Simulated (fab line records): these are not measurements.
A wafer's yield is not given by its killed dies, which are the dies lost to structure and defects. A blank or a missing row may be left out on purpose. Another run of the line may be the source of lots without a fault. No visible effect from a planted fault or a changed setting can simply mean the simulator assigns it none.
fab line records | flow sfq-line
record lots=5 wafers=23
route steps=325 shown I1@78 M2@92 I2@108 I3@134 M4@152 I4@168 JJ@180
start-h: hours from the record's opening day to when the first of the lot's shown wafers began | wait-h: how many hours have passed since the lot's step before this one | " identical to the entry in the row above | L1.1+2: one row covering several wafers at once | - no value, or no start given | * or withheld: withheld | < > ~ a bound
route shown NAME@n: NAME is a module with steps in the file, n the number in the route of the first one | usual: average and standard deviation across the fault-free wafers | same: alike in all rows | chamber/n: place in a boat | sites: per-site readings | _std_site: their standard deviation | _edge_site: the outer-site mean with the inner-site mean subtracted | radius-mm: for every site, how far away it sits from the centre of the wafer | mask NAME#n: copy n | behind: the most recent tool/chamber to have shaped the wafer | hold: what put the lot on hold/how long, in hours/how the hold closed | device: the transistor (n, p or np) that didn't switch | end of line: tests run on the same wafers once the route is complete | step lacking rows: just its recipe | killed: the dies lost at the first sort to structure and to defects; this is not the yield of the wafer | map: shows each die of a wafer: x if killed, . if not, _ if none is there
set.NAME: the run value of the setting; set.NAME@STEP: its run value at that earlier step | model.NAME: the simulator's own value behind a step, which no gauge read
lots whose settings were changed on purpose; a table a step, a row a wafer
## steps
# step SFQ_TRILAYER_I1_VIA_LITHO_COAT_049
# recipe resist=KrF spin-rpm=3000 resist-thk-nm=650
# columns lot.wafer tool chamber start-h wait-h set.resist-thk-nm model.KrF_of_TRILAYER_I1_VIA_LITHO_COAT_049.thk-nm
L079.2 litho-track-03 0 333.50 0.2 613.9 614.1
L079.3 " 0 " " 650 649.1
L079.4 " 0 " " 613.9 611.4
L079.5 " 0 " " 613.9 612.2
L079.6 " 0 " " 650 651.7
L081.3 litho-track-03 0 343.33 0.2 650 651.2
L081.5 " 0 " " 650 652.3
L081.6 " 0 " " 650 651.1
L083.1 litho-track-01 0 358.70 0.2 650 648.5
L083.2 " 0 " " 618.9 618.5
L083.4 " 0 " " 650 648.8
L083.5 " 0 " " 618.9 618.3
L083.6 " 0 " " 618.9 617.1
L084.1 litho-track-03 0 372.43 0.2 612.7 614.6
L084.2 " 0 " " 650 649.8
L084.3 " 0 " " 612.7 612.8
L084.4 " 0 " " 650 650.5
L084.6 " 0 " " 612.7 613.1
L085.1 litho-track-01 0 381.80 0.2 683.7 687.6
L085.2 " 0 " " 650 652.1
L085.3 " 0 " " 650 653.8
L085.4 " 0 " " 683.7 688.4
L085.5 " 0 " " 650 653.4
# step SFQ_TRILAYER_M2_LITHO_COAT_062
# recipe resist=BARC spin-rpm=3000 resist-thk-nm=62
# columns lot.wafer tool chamber start-h wait-h set.spin-rpm model.BARC_of_TRILAYER_M2_LITHO_COAT_062.thk-nm
L079.2 litho-track-04 0 386.82 0.1 3000 62.08
L079.3 " 0 " " 3000 62.15
L079.4 " 0 " " 3000 62.16
L079.5 " 0 " " 3000 62.17
L079.6 " 0 " " 3000 62.1
L081.3 litho-track-02 0 396.47 0.1 3000 61.74
L081.5 " 0 " " 3000 61.61
L081.6 " 0 " " 3000 61.7
L083.1 litho-track-01 0 415.67 0.1 3000 61.95
L083.2 " 0 " " 2913 62.92
L083.4 " 0 " " 2913 63.06
L083.5 " 0 " " 3000 62.04
L083.6 " 0 " " 3000 62.39
L084.1 litho-track-01 0 425.27 0.1 3000 62.34
L084.2 " 0 " " 3000 62.25
L084.3 " 0 " " 3000 62.24
L084.4 " 0 " " 3000 62.23
L084.6 " 0 " " 3000 62.48
L085.1 litho-track-02 0 436.07 0.1 3133 60.65
L085.2 " 0 " " 3000 62.21
L085.3 " 0 " " 3133 60.86
L085.4 " 0 " " 3000 62.29
L085.5 " 0 " " 3133 60.67
# step SFQ_TRILAYER_M2_BARC_OPEN_METAL_ETCH_077
# recipe mask-material=PR chemistry=O2 target-depth-nm=125 target=BARC icp-w=600 bias-w=80 pressure-mtorr=10 time-s=41.7
# usual oes-product-au=0.686/0.0047
# columns lot.wafer tool chamber start-h wait-h set.time-s oes-product-au model.KrF_of_TRILAYER_M2_LITHO_COAT_057.thk-nm
L079.2 rie-metal-02 1 440.84 0.0 41.7 0.682 523.6
L079.3 " 0 " " 44.15 0.680 519.2
L079.4 " 1 " " 44.15 0.675 521.3
L079.5 " 0 " " 41.7 0.685 523
L079.6 " 1 " " 41.7 0.683 524.2
L081.3 rie-metal-04 0 449.33 0.0 41.7 0.683 520.2
L081.5 " 0 " " 41.7 0.685 520.9
L081.6 " 1 " " 41.7 0.683 521.7
L083.1 rie-metal-01 1 468.44 0.0 41.7 0.685 521.8
L083.2 " 0 " " 41.7 0.684 523.7
L083.4 " 0 " " 39.02 0.717 524.4
L083.5 " 1 " " 41.7 0.692 521.2
L083.6 " 0 " " 39.02 0.710 527.5
L084.1 rie-metal-04 0 479.24 0.0 46.68 0.676 515.6
L084.2 " 1 " " 46.68 0.674 517.9
L084.3 " 0 " " 41.7 0.685 522.5
L084.4 " 1 " " 46.68 0.668 518
L084.6 " 1 " " 41.7 0.686 522
L085.1 rie-metal-01 1 488.84 0.0 41.7 0.681 518.4
L085.2 " 0 " " 41.7 0.688 520.9
L085.3 " 0 " " 41.7 0.675 522.4
L085.4 " 1 " " 35.91 0.726 524.3
L085.5 " 1 " " 35.91 0.733 528.5
# step SFQ_TRILAYER_I2_VIA_LITHO_COAT_067
# recipe resist=KrF spin-rpm=3000 resist-thk-nm=650
# columns lot.wafer tool chamber start-h wait-h set.resist-thk-nm model.KrF_of_TRILAYER_I2_VIA_LITHO_COAT_067.thk-nm
L079.2 litho-track-01 0 446.79 0.2 650 656.1
L079.3 " 0 " " 650 653.6
L079.4+5 " 0 " " 650 652.8
L079.6 " 0 " " 650 653.4
L081.3 litho-track-03 0 457.62 0.2 650 654.6
L081.5+6 " 0 " " 650 653.8
L083.1 litho-track-04 0 474.10 0.2 650 653.5
L083.2 " 0 " " 650 649.6
L083.4 " 0 " " 650 650.7
L083.5 " 0 " " 650 651.6
L083.6 " 0 " " 650 651.5
L084.1 litho-track-01 0 487.63 0.2 650 650
L084.2 " 0 " " 650 649
L084.3 " 0 " " 650 649.2
L084.4 " 0 " " 672.9 673.1
L084.6 " 0 " " 672.9 672.4
L085.1 litho-track-01 0 496.63 0.2 650 647.5
L085.2 " 0 " " 685 685.2
L085.3 " 0 " " 685 684.1
L085.4 " 0 " " 685 685.3
L085.5 " 0 " " 650 649.8
# step SFQ_TRILAYER_I2_VIA_ETCH_VIA_ETCH_070
# recipe target=SiO2 stop-on=Nb mask-material=PR taper-deg=20 chemistry=CHF3 target-depth-nm=260 source-w=500 bias-w=80 pressure-mtorr=30 time-s=withheld
# columns lot.wafer tool chamber start-h wait-h set.source-w set.resist-thk-nm@TRILAYER_I2_VIA_LITHO_COAT_067 model.KrF_of_TRILAYER_I2_VIA_LITHO_COAT_067.thk-nm
L079.2 rie-diel-03 2 573.98 0.0 500 650 534.5
L079.3 " 0 " " 500 650 531.5
L079.4 " 3 " " 500 650 529.1
L079.5 " 0 " " 500 650 530.6
L079.6 " 1 " " 500 650 531.2
L081.3 rie-diel-04 0 589.13 0.0 500 650 533.5
L081.5 " 1 " " 500 650 531.5
L081.6 " 0 " " 500 650 531.8
L083.1 rie-diel-02 3 603.53 0.0 500 650 530.5
L083.2 " 0 " " 521 650 529.5
L083.4 " 1 " " 521 650 527.8
L083.5 " 3 " " 500 650 528.9
L083.6 " 2 " " 521 650 531.3
L084.1 rie-diel-04 2 611.93 0.0 500 650 528.2
L084.2 " 0 " " 500 650 527.1
L084.3 " 1 " " 522.9 650 525.9
L084.4 " 3 " " 522.9 672.9 551.1
L084.6 " 1 " " 500 672.9 550.2
L085.1 rie-diel-04 0 622.73 0.0 500 650 526.3
L085.2 " 2 " " 500 685 563.3
L085.3 " 3 " " 500 685 564.1
L085.4 " 1 " " 500 685 563.6
L085.5 " 0 " " 500 650 528
# step SFQ_TRILAYER_I3_CMP_CMP_082
# recipe material=SiO2 down-force-psi=3 platen-rpm=60 pad-velocity-m-s=0.94248
# columns lot.wafer tool chamber start-h wait-h set.leave-above-ref-nm model.SiO2_of_TRILAYER_I3_DEP_PECVD_081.thk-nm
L079.3 cmp-02 3 647.68 8.4 211.8 210.2
L079.2+6 " 0 " " 211.8 211.1
L079.4 " 2 649.18 9.8 200 201.1
L079.5 " 3 " " 200 201
L081.3 cmp-02 3 660.38 7.8 200 200.8
L081.6 " 2 661.88 9.3 200 201.8
L081.5 " 3 " " 200 199.5
L083.4 cmp-02 0 668.88 0.8 200 200.5
L083.1 " 1 " " 200 200.7
L083.2 " 2 " " 188.5 190
L083.5 " 0 670.88 2.8 188.5 188.9
L083.6 " 1 " " 188.5 189.3
L084.3 cmp-02 1 677.24 0.0 200 201.1
L084.1 " 2 " " 200 202
L084.4 " 3 " " 206.8 207
L084.2 " 0 " " 206.8 207.3
L084.6 " 1 " " 200 201
L085.4 cmp-01 0 687.25 0.0 208.8 206.4
L085.2 " 1 " " 200 201.1
L085.1 " 2 " " 208.8 209.9
L085.3 " 3 " " 208.8 209.2
L085.5 " 0 " " 200 197.4
# step SFQ_TRILAYER_I3_METRO_MEASURE_083
# usual thk-nm=200.3/1.2
# columns lot.wafer tool chamber start-h wait-h set.leave-above-ref-nm@TRILAYER_I3_CMP_CMP_082 thk-nm
L079.2 film-metro-02 - 651.00 0.3 211.8 211.0
L079.3 " - " " 211.8 210.3
L079.4 " - " " 200 201.1
L079.5 " - " " 200 200.9
L079.6 " - " " 211.8 211.3
L081.3 film-metro-02 - 663.40 0.5 200 200.8
L081.5 " - " " 200 199.6
L081.6 " - " " 200 201.7
L083.1 film-metro-01 - 672.00 0.1 200 200.7
L083.2 " - " " 188.5 189.8
L083.4 " - " " 200 200.5
L083.5 " - " " 188.5 189.0
L083.6 " - " " 188.5 189.2
L084.1 film-metro-03 - 680.36 0.1 200 201.8
L084.2 " - " " 206.8 207.3
L084.3 " - " " 200 201.2
L084.4 " - " " 206.8 207.1
L084.6 " - " " 200 201.0
L085.1 film-metro-02 - 690.37 0.1 208.8 209.8
L085.2 " - " " 200 201.2
L085.3 " - " " 208.8 209.1
L085.4 " - " " 208.8 206.5
L085.5 " - " " 200 197.4
# step SFQ_TRILAYER_I3_VIA_LITHO_EXPOSE_086
# recipe mask-id=I3 na=0.6 source-shape=conventional sigma-outer=0.65 target-cd-nm=500 dose-mj=21.3
# columns lot.wafer tool chamber start-h wait-h mask set.dose-mj
L079.2+3+4 krf-scanner-01 0 714.43 - I3#0 22.89
L079.5+6 " 0 " " I3#0 21.3
L081.3+5+6 krf-scanner-01 0 725.23 - I3#0 21.3
L083.1+5+6 krf-scanner-01 0 734.43 - I3#0 21.3
L083.2+4 " 0 " " I3#0 19.75
L084.1+2+4 krf-scanner-01 0 739.23 - I3#0 21.3
L084.3+6 " 0 " " I3#0 22.38
L085.1+2+3+4+5 krf-scanner-01 0 744.03 - I3#0 21.3
# step SFQ_TRILAYER_I3_VIA_BARC_OPEN_VIA_ETCH_121
# recipe mask-material=PR chemistry=O2 target-depth-nm=125 target=BARC source-w=500 bias-w=80 pressure-mtorr=30 time-s=41.7
# columns lot.wafer tool chamber start-h wait-h set.pressure-mtorr set.dose-mj@TRILAYER_I3_VIA_LITHO_EXPOSE_086 model.I3.cd-nm
L079.2 rie-diel-04 1 715.76 0.0 27.94 22.89 512.2
L079.3 " 3 " " 27.94 22.89 510.3
L079.4 " 2 " " 27.94 22.89 512.4
L079.5 " 0 " " 27.94 21.3 500.1
L079.6 " 1 " " 27.94 21.3 500.6
L081.3 rie-diel-04 1 726.36 0.0 30 21.3 502.8
L081.5 " 0 " " 30 21.3 502.2
L081.6 " 3 " " 30 21.3 502.4
L083.1 rie-diel-02 0 735.96 0.0 33.89 21.3 497.6
L083.2 " 2 " " 33.89 19.75 484.8
L083.4 " 3 " " 33.89 19.75 487.8
L083.5 " 3 " " 33.89 21.3 499.2
L083.6 " 2 " " 33.89 21.3 497.1
L084.1 rie-diel-04 3 740.76 0.0 31.97 21.3 498.7
L084.2 " 0 " " 31.97 21.3 500
L084.3 " 2 " " 31.97 22.38 509
L084.4 " 1 " " 31.97 21.3 501.6
L084.6 " 1 " " 31.97 22.38 508.3
L085.1+5 rie-diel-04 1,2 745.56 0.0 27.27 21.3 502.3
L085.2 " 2 " " 27.27 21.3 504.1
L085.3 " 0 " " 27.27 21.3 501.1
L085.4 " 3 " " 27.27 21.3 500.9
# step SFQ_TRILAYER_I3_VIA_ETCH_VIA_ETCH_088
# recipe target=SiO2 stop-on=Nb mask-material=PR taper-deg=20 chemistry=CHF3 target-depth-nm=260 source-w=500 bias-w=80 pressure-mtorr=30 time-s=withheld
# usual oes-product-au=0.855/0.0057
# columns lot.wafer tool chamber start-h wait-h set.leave-above-ref-nm@TRILAYER_I3_CMP_CMP_082 oes-product-au model.I3.feature-depth-nm
L079.2 rie-diel-04 1 715.80 0.0 211.8 0.875 211.1
L079.3 " 3 " " 211.8 0.877 210.2
L079.4 " 2 " " 200 0.860 201.1
L079.5 " 0 " " 200 0.848 201
L079.6 " 1 " " 211.8 0.875 211.1
L081.3 rie-diel-04 1 726.40 0.0 200 0.859 200.8
L081.5 " 0 " " 200 0.852 199.5
L081.6 " 3 " " 200 0.862 201.8
L083.1 rie-diel-02 0 736.00 0.0 200 0.856 200.7
L083.2 " 2 " " 188.5 0.828 189.9
L083.4 " 3 " " 200 0.853 200.5
L083.5 " 3 " " 188.5 0.828 188.9
L083.6 " 2 " " 188.5 0.822 189.3
L084.1 rie-diel-04 3 740.80 0.0 200 0.855 202
L084.2 " 0 " " 206.8 0.868 207.3
L084.3 " 2 " " 200 0.856 201.1
L084.4 " 1 " " 206.8 0.872 207
L084.6 " 1 " " 200 0.855 201
L085.1 rie-diel-04 1 745.60 0.0 208.8 0.878 209.9
L085.2 " 2 " " 200 0.857 201.1
L085.3 " 0 " " 208.8 0.875 209.2
L085.4 " 3 " " 208.8 0.870 206.4
L085.5 " 2 " " 200 0.842 197.4
# step SFQ_TRILAYER_M4_LITHO_COAT_098
# recipe resist=BARC spin-rpm=3000 resist-thk-nm=62
# columns lot.wafer tool chamber start-h wait-h set.spin-rpm model.BARC_of_TRILAYER_M4_LITHO_COAT_098.thk-nm
L079.2 litho-track-04 0 717.06 0.1 2803 64.14
L079.3 " 0 " " 2803 64.33
L079.4 " 0 " " 3000 62.31
L079.5 " 0 " " 2803 64.46
L079.6 " 0 " " 3000 62.16
L081.3 litho-track-04 0 728.29 0.1 3000 62.02
L081.5 " 0 " " 3000 62.11
L081.6 " 0 " " 3000 61.97
L083.1 litho-track-04 0 737.19 0.1 3000 61.85
L083.2 " 0 " " 3000 61.84
L083.4 " 0 " " 3000 61.8
L083.5 " 0 " " 2846 63.5
L083.6 " 0 " " 2846 63.35
L084.1 litho-track-02 0 742.59 0.1 2822 64.17
L084.2 " 0 " " 2822 64.06
L084.3 " 0 " " 3000 61.93
L084.4 " 0 " " 3000 62.17
L084.6 " 0 " " 3000 62.2
L085.1 litho-track-02 0 746.79 0.1 3000 61.89
L085.2 " 0 " " 3064 61.23
L085.3 " 0 " " 3000 61.81
L085.4 " 0 " " 3064 61.21
L085.5 " 0 " " 3064 61.4
# step SFQ_TRILAYER_M4_BARC_OPEN_METAL_ETCH_123
# recipe mask-material=PR chemistry=O2 target-depth-nm=125 target=BARC icp-w=600 bias-w=80 pressure-mtorr=10 time-s=41.7
# columns lot.wafer tool chamber start-h wait-h set.icp-w model.KrF_of_TRILAYER_M4_LITHO_COAT_093.thk-nm
L079.2 rie-metal-02 1 847.91 0.0 600 521.8
L079.3 " 1 " " 535.9 526.6
L079.4 " 0 " " 535.9 527.7
L079.5 " 0 " " 600 521.4
L079.6 " 1 " " 535.9 526.4
L081.3 rie-metal-02 0 860.15 0.0 600 522.7
L081.5 " 0 " " 600 523.2
L081.6 " 1 " " 600 522.1
L083.1+6 rie-metal-02 1 867.33 0.0 600 523.5
L083.2 " 0 " " 600 521.9
L083.4 " 0 " " 600 522.6
L083.5 " 0 " " 600 524.9
L084.1 rie-metal-04 0 868.53 0.0 535.8 530.1
L084.2 " 1 " " 535.8 527.9
L084.3 " 1 " " 600 523.3
L084.4 " 0 " " 600 525.5
L084.6 " 0 " " 535.8 529.2
L085.1 rie-metal-01 0 870.93 0.0 546.3 529.7
L085.2 " 1 " " 600 522.7
L085.3 " 0 " " 546.3 527.2
L085.4 " 1 " " 600 522.6
L085.5 " 1 " " 546.3 527.1
# step SFQ_TRILAYER_I4_VIA_LITHO_COAT_103
# recipe resist=KrF spin-rpm=3000 resist-thk-nm=650
# columns lot.wafer tool chamber start-h wait-h set.spin-rpm model.KrF_of_TRILAYER_I4_VIA_LITHO_COAT_103.thk-nm
L079.2 litho-track-01 0 868.45 0.2 3000 654.9
L079.3 " 0 " " 3000 655.2
L079.4 " 0 " " 3000 656.3
L079.5 " 0 " " 3000 653.8
L079.6 " 0 " " 3000 654.7
L081.3 litho-track-04 0 883.88 0.2 3000 647.5
L081.5 " 0 " " 3000 651.2
L081.6 " 0 " " 3000 651.4
L083.1 litho-track-03 0 889.86 0.2 3145 636.1
L083.2 " 0 " " 3000 652.3
L083.4 " 0 " " 3145 636.2
L083.5 " 0 " " 3000 652.7
L083.6 " 0 " " 3145 637.8
L084.1 litho-track-01 0 892.79 0.2 3000 649.5
L084.2 " 0 " " 3000 651.1
L084.3 " 0 " " 3000 647.7
L084.4+6 " 0 " " 3000 648.8
L085.1 litho-track-01 0 894.64 0.2 3000 650.7
L085.2 " 0 " " 2923 657.4
L085.3 " 0 " " 2923 658.6
L085.4 " 0 " " 2923 658
L085.5 " 0 " " 3000 650.1
# step SFQ_TRILAYER_I4_VIA_LITHO_SOFTBAKE_107
# recipe temp-c=withheld time-s=withheld resist=KrF
# step SFQ_TRILAYER_I4_VIA_LITHO_EXPOSE_104
# recipe mask-id=I4 na=0.6 source-shape=conventional sigma-outer=0.65 target-cd-nm=700 dose-mj=21.3
# step SFQ_TRILAYER_I4_VIA_LITHO_DEVELOP_105
# recipe time-s=60 resist=KrF
# step SFQ_TRILAYER_I4_VIA_BARC_OPEN_VIA_ETCH_146
# recipe mask-material=PR chemistry=O2 target-depth-nm=125 target=BARC source-w=500 bias-w=80 pressure-mtorr=30 time-s=41.7
# columns lot.wafer tool chamber start-h wait-h set.spin-rpm@TRILAYER_I4_VIA_LITHO_COAT_103 model.KrF_of_TRILAYER_I4_VIA_LITHO_COAT_103.thk-nm
L079.2+6 rie-diel-01 3,2 937.68 0.0 3000 579
L079.3 " 2 " " 3000 578.9
L079.4 " 1 " " 3000 580.4
L079.5 " 1 " " 3000 578.3
L081.3 rie-diel-02 1 949.25 0.0 3000 570.1
L081.5 " 3 " " 3000 573
L081.6 " 0 " " 3000 574.6
L083.1 rie-diel-03 1 956.45 0.0 3145 558.2
L083.2 " 0 " " 3000 574.4
L083.4 " 3 " " 3145 558.8
L083.5 " 3 " " 3000 574.8
L083.6 " 2 " " 3145 561.5
L084.1 rie-diel-03 1 960.05 0.0 3000 571.1
L084.2 " 3 " " 3000 573.2
L084.3 " 0 " " 3000 569.2
L084.4 " 2 " " 3000 571.9
L084.6 " 3 " " 3000 571.4
L085.1 rie-diel-02 3 961.25 0.0 3000 573
L085.2 " 0 " " 2923 581
L085.3 " 2 " " 2923 581.2
L085.4 " 1 " " 2923 580.5
L085.5 " 1 " " 3000 572.5
# step SFQ_TRILAYER_JJ_TRILAYER_DEP_SPUTTER_110
# recipe material=Al base-pressure-pa=1.33e-06 target-thk-nm=8 power-w=500 time-s=10 chamber-pressure-pa=0.4
# columns lot.wafer tool chamber start-h wait-h set.time-s model.Al_of_TRILAYER_JJ_TRILAYER_DEP_SPUTTER_110.thk-nm
L079.2 pvd-sputter-03 - 938.71 0.0 10 8.225
L079.3 " - " " 10 8.277
L079.4 " - " " 10 8.304
L079.5 " - " " 10 8.221
L079.6 " - " " 10 8.339
L081.3 pvd-sputter-04 - 950.28 0.0 10 8.024
L081.5 " - " " 10 7.937
L081.6 " - " " 10 8.107
L083.1 pvd-sputter-04 - 957.48 0.0 8.543 6.935
L083.2 " - " " 10 7.925
L083.4 " - " " 10 8.046
L083.5 " - " " 10 8.159
L083.6 " - " " 8.543 6.808
L084.1 pvd-sputter-06 - 961.08 0.0 10 8.052
L084.2 " - " " 9.031 7.317
L084.3 " - " " 9.031 7.358
L084.4 " - " " 10 8.14
L084.6 " - " " 9.031 7.147
L085.1 pvd-sputter-04 - 962.46 0.0 10 7.933
L085.2 " - " " 11.18 9.105
L085.3 " - " " 11.18 9.016
L085.4 " - " " 10 8.131
L085.5 " - " " 11.18 9.132
# step SFQ_TRILAYER_JJ_CE_LITHO_COAT_114
# recipe resist=KrF spin-rpm=3000 resist-thk-nm=600
# columns lot.wafer tool chamber start-h wait-h set.resist-thk-nm model.KrF_of_TRILAYER_JJ_CE_LITHO_COAT_114.thk-nm
L079.2 litho-track-02 0 940.34 0.2 600 600.7
L079.3 " 0 " " 622.5 621.7
L079.4 " 0 " " 600 600.2
L079.5 " 0 " " 622.5 621.5
L079.6 " 0 " " 622.5 623.1
L081.3 litho-track-03 0 951.97 0.2 600 599
L081.5 " 0 " " 600 601.3
L081.6 " 0 " " 600 599.8
L083.1 litho-track-04 0 959.07 0.2 579.2 580.4
L083.2 " 0 " " 579.2 579.8
L083.4 " 0 " " 600 601.2
L083.5 " 0 " " 600 600.6
L083.6 " 0 " " 600 599.6
L084.1 litho-track-02 0 962.67 0.2 581.7 581.6
L084.2 " 0 " " 581.7 580.9
L084.3 " 0 " " 600 599.4
L084.4 " 0 " " 581.7 581.8
L084.6 " 0 " " 600 599.9
L085.1 litho-track-04 0 964.04 0.2 574.2 573.9
L085.2 " 0 " " 600 600.7
L085.3 " 0 " " 574.2 576.2
L085.4 " 0 " " 574.2 573.3
L085.5 " 0 " " 600 600.9
## key
split step=SFQ_TRILAYER_I1_VIA_LITHO_COAT_049 setting=resist-thk-nm stated=650 by=wafer
response step=SFQ_TRILAYER_I1_VIA_LITHO_COAT_049 reading=model.KrF_of_TRILAYER_I1_VIA_LITHO_COAT_049.thk-nm change=+6.59 per=1% r=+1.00
split step=SFQ_TRILAYER_M2_LITHO_COAT_062 setting=spin-rpm stated=3000 by=wafer
response step=SFQ_TRILAYER_M2_LITHO_COAT_062 reading=model.BARC_of_TRILAYER_M2_LITHO_COAT_062.thk-nm change=-0.329 per=1% r=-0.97
split step=SFQ_TRILAYER_M2_BARC_OPEN_METAL_ETCH_077 setting=time-s stated=41.7 by=wafer
response step=SFQ_TRILAYER_M2_BARC_OPEN_METAL_ETCH_077 reading=oes-product-au change=-0.00251 per=1% r=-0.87
response step=SFQ_TRILAYER_M2_BARC_OPEN_METAL_ETCH_077 reading=model.KrF_of_TRILAYER_M2_LITHO_COAT_057.thk-nm change=-0.449 per=1% r=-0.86
split step=SFQ_TRILAYER_I2_VIA_LITHO_COAT_067 setting=resist-thk-nm stated=650 by=wafer
response step=SFQ_TRILAYER_I2_VIA_LITHO_COAT_067 reading=model.KrF_of_TRILAYER_I2_VIA_LITHO_COAT_067.thk-nm change=+6.69 per=1% r=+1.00
response step=SFQ_TRILAYER_I2_VIA_ETCH_VIA_ETCH_070 reading=model.KrF_of_TRILAYER_I2_VIA_LITHO_COAT_067.thk-nm change=+6.76 per=1% r=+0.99
split step=SFQ_TRILAYER_I2_VIA_ETCH_VIA_ETCH_070 setting=source-w stated=500 by=wafer
response none clear
split step=SFQ_TRILAYER_I3_CMP_CMP_082 setting=leave-above-ref-nm stated=200 by=wafer
response step=SFQ_TRILAYER_I3_CMP_CMP_082 reading=model.SiO2_of_TRILAYER_I3_DEP_PECVD_081.thk-nm change=+1.84 per=1% r=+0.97
response step=SFQ_TRILAYER_I3_METRO_MEASURE_083 reading=thk-nm change=+1.85 per=1% r=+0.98
response step=SFQ_TRILAYER_I3_VIA_ETCH_VIA_ETCH_088 reading=oes-product-au change=+0.00454 per=1% r=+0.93
response step=SFQ_TRILAYER_I3_VIA_ETCH_VIA_ETCH_088 reading=model.I3.feature-depth-nm change=+1.84 per=1% r=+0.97
split step=SFQ_TRILAYER_I3_VIA_LITHO_EXPOSE_086 setting=dose-mj stated=21.3 by=wafer
response step=SFQ_TRILAYER_I3_VIA_BARC_OPEN_VIA_ETCH_121 reading=model.I3.cd-nm change=+1.58 per=1% r=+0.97
split step=SFQ_TRILAYER_I3_VIA_BARC_OPEN_VIA_ETCH_121 setting=pressure-mtorr stated=30 by=lot
response none clear
split step=SFQ_TRILAYER_M4_LITHO_COAT_098 setting=spin-rpm stated=3000 by=wafer
response step=SFQ_TRILAYER_M4_LITHO_COAT_098 reading=model.BARC_of_TRILAYER_M4_LITHO_COAT_098.thk-nm change=-0.32 per=1% r=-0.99
split step=SFQ_TRILAYER_M4_BARC_OPEN_METAL_ETCH_123 setting=icp-w stated=600 by=wafer
response step=SFQ_TRILAYER_M4_BARC_OPEN_METAL_ETCH_123 reading=model.KrF_of_TRILAYER_M4_LITHO_COAT_093.thk-nm change=-0.499 per=1% r=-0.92
split step=SFQ_TRILAYER_I4_VIA_LITHO_COAT_103 setting=spin-rpm stated=3000 by=wafer
response step=SFQ_TRILAYER_I4_VIA_LITHO_COAT_103 reading=model.KrF_of_TRILAYER_I4_VIA_LITHO_COAT_103.thk-nm change=-3.19 per=1% r=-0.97
response step=SFQ_TRILAYER_I4_VIA_BARC_OPEN_VIA_ETCH_146 reading=model.KrF_of_TRILAYER_I4_VIA_LITHO_COAT_103.thk-nm change=-3.14 per=1% r=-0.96
split step=SFQ_TRILAYER_JJ_TRILAYER_DEP_SPUTTER_110 setting=time-s stated=10 by=wafer
response step=SFQ_TRILAYER_JJ_TRILAYER_DEP_SPUTTER_110 reading=model.Al_of_TRILAYER_JJ_TRILAYER_DEP_SPUTTER_110.thk-nm change=+0.0841 per=1% r=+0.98
split step=SFQ_TRILAYER_JJ_CE_LITHO_COAT_114 setting=resist-thk-nm stated=600 by=wafer
response step=SFQ_TRILAYER_JJ_CE_LITHO_COAT_114 reading=model.KrF_of_TRILAYER_JJ_CE_LITHO_COAT_114.thk-nm change=+5.95 per=1% r=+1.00
